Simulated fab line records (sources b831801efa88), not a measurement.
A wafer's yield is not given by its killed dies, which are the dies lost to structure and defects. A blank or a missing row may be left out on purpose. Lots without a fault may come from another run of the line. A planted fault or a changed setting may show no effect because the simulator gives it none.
fab line records ; flow gf180mcu
record lots=6; wafers=18; lastDay=34
route steps=602 shown NWELL@48 LVPWELL@54
lots with no fault: from the same line, run without faults
startH: hours from the record's first day to the start of the lot's first wafer shown ; waitH: how many hours have passed since the lot's step before this one ; " identical to the entry in the row above ; L1.1+2: a row that stands for several wafers ; - no value, or no start given ; * or withheld: withheld ; < > ~ a bound
route shown NAME@n: a module of which the file shows steps, and the number in the route of the first ; usual: mean/standard deviation taken from wafers without a fault ; same: alike in all rows ; chamber/n: place in a boat ; sites: readings site by site ; _std_site: how widely they spread, as a standard deviation ; _edge_site: mean of outer sites minus mean of inner sites ; radiusMm: for every site, how far away it sits from the centre of the wafer ; mask NAME#n: copy n ; behind: tool/chamber where the wafer was last shaped ; hold: why the lot was held/for how many hours/how that ended ; device: whichever transistor did not switch (one of n, p or np) ; end of line: the route-end tests of the same wafers ; a step without rows: its recipe alone ; killed: count of dies lost to structure and defects at first sort (not the wafer's yield) ; map: per-die view of a wafer (x killed, . not killed, _ where there is no die)
set.NAME: the run value of the setting; set.NAME@STEP: its run value at that earlier step ; model.NAME: the simulator's own value behind a step, which no gauge read
certain route steps with their lots: each step a table, each wafer a row
services: the hour from which a tool's chamber was out of use, counted from the record's first day as startH (under 0 if before that day), plus the number of hours and why
## steps
# step GF_NWELL_DEVELOP_06
# recipe wallAngleDeg=90; developTimeS=60; devTempC=23
# step GF_NWELL_OVL_MEAS_07
# usual NWELL_OVL=1.1/1.8
lot.wafer;tool;chamber;startH;waitH;NWELL_OVL[nm]
L389.2;overlay-01;-;84.96;-;-0.4
L389.5;overlay-01;-;84.96;-;-1.2
L389.6;overlay-01;-;84.96;-;-2.1
L390.2;overlay-02;-;90.26;-;1.7
L390.3;overlay-02;-;90.26;-;3.0
L390.4;overlay-02;-;90.26;-;2.3
L399.1;overlay-02;-;137.66;-;-1.8
L399.3;overlay-02;-;137.66;-;-2.3
L399.5;overlay-02;-;137.66;-;-2.2
L400.2;overlay-01;-;141.81;-;1.2
L400.4;overlay-01;-;141.81;-;2.2
L400.5;overlay-01;-;141.81;-;2.7
L402.1;overlay-02;-;153.25;-;0.4
L402.2;overlay-02;-;153.25;-;2.0
L402.4;overlay-02;-;153.25;-;1.0
L407.1;overlay-01;-;184.85;-;2.4
L407.2;overlay-01;-;184.85;-;2.4
L407.5;overlay-01;-;184.85;-;2.2
# step GF_NWELL_IMPLANT_08
# recipe species=P; energyKev=450; doseCm2=1.5e+13; tiltDeg=0
# step GF_NWELL_IMPLANT_09
# recipe species=P; energyKev=160; doseCm2=4e+12; tiltDeg=0
# step GF_NWELL_STRIP_10
# recipe chemistry=O2/N2; powerW=1400; pressureMtorr=1500; platenTempC=250; o2FlowSccm=3000; n2FlowSccm=300; overashFraction=0.5
# usual drypumpMotorCurrentA=6.2/0.3; heaterPowerW=330/49; oesProductAu=0.722/0.0047; stripTimeToEndpointS=36.99/0.12
lot.wafer;tool;chamber;startH;waitH;drypumpMotorCurrentA;heaterPowerW;oesProductAu;rfHoursCounterH;stripTimeToEndpointS
L389.2;plasmaAsher-03;0;85.29;0.1;6.6;321;0.724;28;36.93
L389.5;plasmaAsher-03;0;85.29;0.1;6.6;311;0.722;-;36.88
L389.6;plasmaAsher-03;1;85.29;0.1;6.1;299;0.735;-;36.94
L390.2;plasmaAsher-04;1;90.59;0.1;6.2;346;0.715;45;37.04
L390.3;plasmaAsher-04;1;90.59;0.1;6.2;353;0.727;-;37.02
L390.4;plasmaAsher-04;0;90.59;0.1;6.0;468;0.722;-;37.04
L399.1;plasmaAsher-01;1;137.99;0.1;5.6;321;0.723;2;36.97
L399.3;plasmaAsher-01;0;137.99;0.1;6.3;316;0.717;-;37.04
L399.5;plasmaAsher-01;1;137.99;0.1;5.6;324;0.722;-;37.03
L400.2;plasmaAsher-01;0;142.14;0.1;6.3;318;0.714;2;37.08
L400.4;plasmaAsher-01;1;142.14;0.1;5.6;322;0.716;-;37.11
L400.5;plasmaAsher-01;0;142.14;0.1;6.3;312;0.714;-;37.16
L402.1;plasmaAsher-01;1;153.59;0.1;5.6;312;0.722;4;37.04
L402.2;plasmaAsher-01;0;153.59;0.1;6.3;322;0.721;4;37.01
L402.4;plasmaAsher-01;0;153.59;0.1;6.3;309;0.729;-;37.09
L407.1;plasmaAsher-03;0;185.19;0.1;6.6;313;0.725;39;36.99
L407.2;plasmaAsher-03;1;185.19;0.1;6.1;298;0.719;39;37.23
L407.5;plasmaAsher-03;0;185.19;0.1;6.6;320;0.720;-;37.00
# step GF_NWELL_TW_MEAS_11
# usual NWELL_TW=1581/9.4
lot.wafer;tool;chamber;startH;waitH;NWELL_TW
L389.2;filmMetro-03;-;85.40;0.1;1559
L389.5;filmMetro-03;-;85.40;0.1;1559
L389.6;filmMetro-03;-;85.40;0.1;1562
L390.2;filmMetro-01;-;90.70;0.1;1584
L390.3;filmMetro-01;-;90.70;0.1;1587
L390.4;filmMetro-01;-;90.70;0.1;1567
L399.1;filmMetro-01;-;138.09;0.1;1581
L399.3;filmMetro-01;-;138.09;0.1;1572
L399.5;filmMetro-01;-;138.09;0.1;1578
L400.2;filmMetro-02;-;142.25;0.1;1579
L400.4;filmMetro-02;-;142.25;0.1;1584
L400.5;filmMetro-02;-;142.25;0.1;1591
L402.1;filmMetro-03;-;153.69;0.1;1568
L402.2;filmMetro-03;-;153.69;0.1;1568
L402.4;filmMetro-03;-;153.69;0.1;1572
L407.1;filmMetro-01;-;185.29;0.1;1587
L407.2;filmMetro-01;-;185.29;0.1;1585
L407.5;filmMetro-01;-;185.29;0.1;1591
# step GF_LVPWELL_DEHYDRATE_00
# recipe tempC=200; timeS=60
# step GF_LVPWELL_HMDS_01
# recipe primeTimeS=60; primeTempC=120
# step GF_LVPWELL_COAT_02
# recipe spinRpm=2000; resistThkNm=3000
# step GF_LVPWELL_SOFTBAKE_03
# recipe tempC=110; timeS=withheld
# step GF_LVPWELL_EXPOSE_04
# recipe maskId=LVPWELL; targetCdNm=600; na=0.6; sourceShape=conventional; sigmaOuter=0.6; doseMj=260
# step GF_LVPWELL_PEB_05
# recipe tempC=115; timeS=withheld
# step GF_LVPWELL_DEVELOP_06
# recipe wallAngleDeg=90; developTimeS=60; devTempC=23
# usual chillPlateTempC=23.02/0.095; developTimeS=60/0
lot.wafer;tool;chamber;startH;waitH;chillPlateTempC;developTimeS
L389.2;lithoTrack-01;0;99;-;22.94;60
L389.5;lithoTrack-01;0;99;-;22.95;60
L389.6;lithoTrack-01;0;99;-;22.98;60
L390.2;lithoTrack-04;0;104;-;23.09;60
L390.3;lithoTrack-04;0;104;-;23.09;60
L390.4;lithoTrack-04;0;104;-;23.11;60
L399.1;lithoTrack-02;-;154;-;-;-
L399.3;lithoTrack-02;-;154;-;-;-
L399.5;lithoTrack-02;-;154;-;-;-
L400.2;lithoTrack-01;-;157;-;-;-
L400.4;lithoTrack-01;-;157;-;-;-
L400.5;lithoTrack-01;-;157;-;-;-
L402.1;lithoTrack-04;0;169;-;23.06;60
L402.2;lithoTrack-04;0;169;-;23.18;60
L402.4;lithoTrack-04;0;169;-;23.09;60
L407.1;lithoTrack-02;0;202;-;22.86;60
L407.2;lithoTrack-02;0;202;-;22.72;60
L407.5;lithoTrack-02;0;202;-;23.05;60
# step GF_LVPWELL_OVL_MEAS_07
# usual LVPWELL_OVL=-0.4/1.7
lot.wafer;tool;chamber;startH;waitH;LVPWELL_OVL[nm]
L389.2;overlay-02;-;99.58;-;0.7
L389.5;overlay-02;-;99.58;-;0.0
L389.6;overlay-02;-;99.58;-;-1.7
L390.2;overlay-02;-;104.95;-;0.9
L390.3;overlay-02;-;104.95;-;0.9
L390.4;overlay-02;-;104.95;-;-0.8
L399.1;overlay-02;-;154.20;-;-
L399.3;overlay-02;-;154.20;-;-
L399.5;overlay-02;-;154.20;-;-
L400.2;overlay-02;-;157.63;-;-
L400.4;overlay-02;-;157.63;-;-
L400.5;overlay-02;-;157.63;-;-
L402.1;overlay-01;-;169.99;-;0.3
L402.2;overlay-01;-;169.99;-;-0.3
L402.4;overlay-01;-;169.99;-;-0.4
L407.1;overlay-01;-;202.40;-;2.1
L407.2;overlay-01;-;202.40;-;-0.9
L407.5;overlay-01;-;202.40;-;-0.5
## services
tool;chamber;startH;hours;kind
plasmaAsher-01;-;85.90;11.1;pm
plasmaAsher-01;-;108.75;9.0;pm
plasmaAsher-01;0;108.75;9.0;ventCycle
plasmaAsher-01;1;108.75;9.0;ventCycle
plasmaAsher-01;0;117.75;-;clean
plasmaAsher-01;1;117.75;-;clean
plasmaAsher-03;-;190.74;0.9;repair
## key
firstSign step=GF_LVPWELL_DEVELOP_06; reading=toolRecord; direction=missing
effect none on later readings
metAt GF_LVPWELL_DEVELOP_06
struckWafers L399.1,L399.3,L399.5,L400.2,L400.4,L400.5
sortLeftOut L399.1,L399.3,L399.5,L400.2,L400.4,L400.5
testerLeftOut L399,L400
onsetBetween 99 154
fault kind=skippedStepWhole; tool=lithoTrack-01,lithoTrack-02; chamber=-; onsetH=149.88; steps=GF_LVPWELL_DEVELOP_06; scope=struckLotsOnly
# testerLeftOut: of these lots the tester's yield and bins aren't shown, on N5 and GAA mostly nor the transistor test; their killed dies are dies lost to structure and defects alone, not to doping, threshold or leakage, so they don't give the yield
# sortLeftOut: the simulated sort isn't trusted on such a fault, so these wafers' sort isn't shown, and their yield isn't known
